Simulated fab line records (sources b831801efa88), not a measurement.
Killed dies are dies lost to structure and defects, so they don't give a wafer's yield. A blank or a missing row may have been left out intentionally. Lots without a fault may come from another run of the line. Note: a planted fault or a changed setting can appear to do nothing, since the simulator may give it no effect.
The same fault as seen by 2 desks -- flow sky130 -- only its own numbers are on each desk; what lay behind them is given at the end

METROLOGY DESK
What the gauges read, lot by lot, whatever tool the lot ran on: means of the sampled wafers that have a number. Any lot whose mean is over 4 standard deviations away from the usual mean is out of limits and marked OUT; that distance is given in the brackets.
Columns: A = POLY_GATE_OVL at SKY_POLY_GATE_OVL_MEAS_14, usual -1 nm; B = SD_P_OVL at SKY_SD_P_OVL_MEAS_08, usual 0.4 nm; C = SD_N_OVL at SKY_SD_N_OVL_MEAS_08, usual -0.9 nm; D = SD_N_RS at SKY_SD_N_RS_MEAS_16, usual 68.58 ohm/sq
lot,first seen here,A,B,C,D
L524,day 15 19:49,5,1.8,-2.5,68.58
L525,day 16 16:37,-1,0.3,0.3,68.49
L526,day 16 17:55,-3,-0.1,-1.7,68.60
L527,day 17 22:19,-5,0.9,0.7,68.55
L528,day 18 07:22,-7,1.3,-1.2,68.55
L530,day 18 22:13,-3,0.4,-2.7,68.59
L532,day 19 17:30,-3,0.0,-0.3,69.40 (+7.4) OUT
L537,day 21 06:24,1,0.0,-1.0,69.48 (+8.2) OUT
L542,day 22 21:16,0,1.5,-1.0,68.59
L543,day 23 14:43,0,1.3,-2.1,68.58
L545,day 24 05:16,2,-2.7,1.2,68.60
L546,day 24 12:52,6,-0.8,-0.2,68.56
L547,day 24 15:28,2,-1.5,-0.1,68.59
This desk finds L532, L537 out of limits, with the earliest case on L532 at day 30 23:49 (SD_N_RS at SKY_SD_N_RS_MEAS_16). L524, L525, L526, L527, L528, L530, L542, L543, L545, L546, L547: within limits.

AT THE TOOL OWNER'S DESK: implanter-03
The tool's own readings at SKY_SD_N_IMPLANT_09: means of the sampled wafers that have a number, for each lot that ran on this tool. Any lot whose mean is over 4 standard deviations away from the usual mean is out of limits and marked OUT; that distance is given in the brackets.
Columns: A = faraday_current_uA at SKY_SD_N_IMPLANT_09, usual 12876; B = tilt_deg at SKY_SD_N_IMPLANT_09, usual -0.003 degrees
lot,first seen here,A,B
L526,day 28 08:35,13022,0.003
L527,day 29 09:35,12958,0.011
L532,day 30 23:08,14028,-0.016
L537,day 32 07:30,14001,-0.022
L547,day 35 08:22,12984,-0.016
This desk's finding: nothing out of limits on any of the 5 lots.

ALL TOGETHER
On L532, L537, the metrology desk was in a position to raise an alarm at day 30 23:49.
The tool owner's desk saw nothing out of limits.
The tool owner's desk has L532, L537 on record, within its limits.
All the named lots went through SKY_SD_N_IMPLANT_09 on implanter-03.

WHAT THE SIMULATOR HAD PUT IN
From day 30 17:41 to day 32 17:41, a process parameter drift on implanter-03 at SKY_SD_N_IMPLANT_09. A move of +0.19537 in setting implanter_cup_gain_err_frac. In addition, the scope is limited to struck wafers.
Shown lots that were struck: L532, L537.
Delay in hours, fault start to first out-of-limits reading, per desk: metrology desk 6.
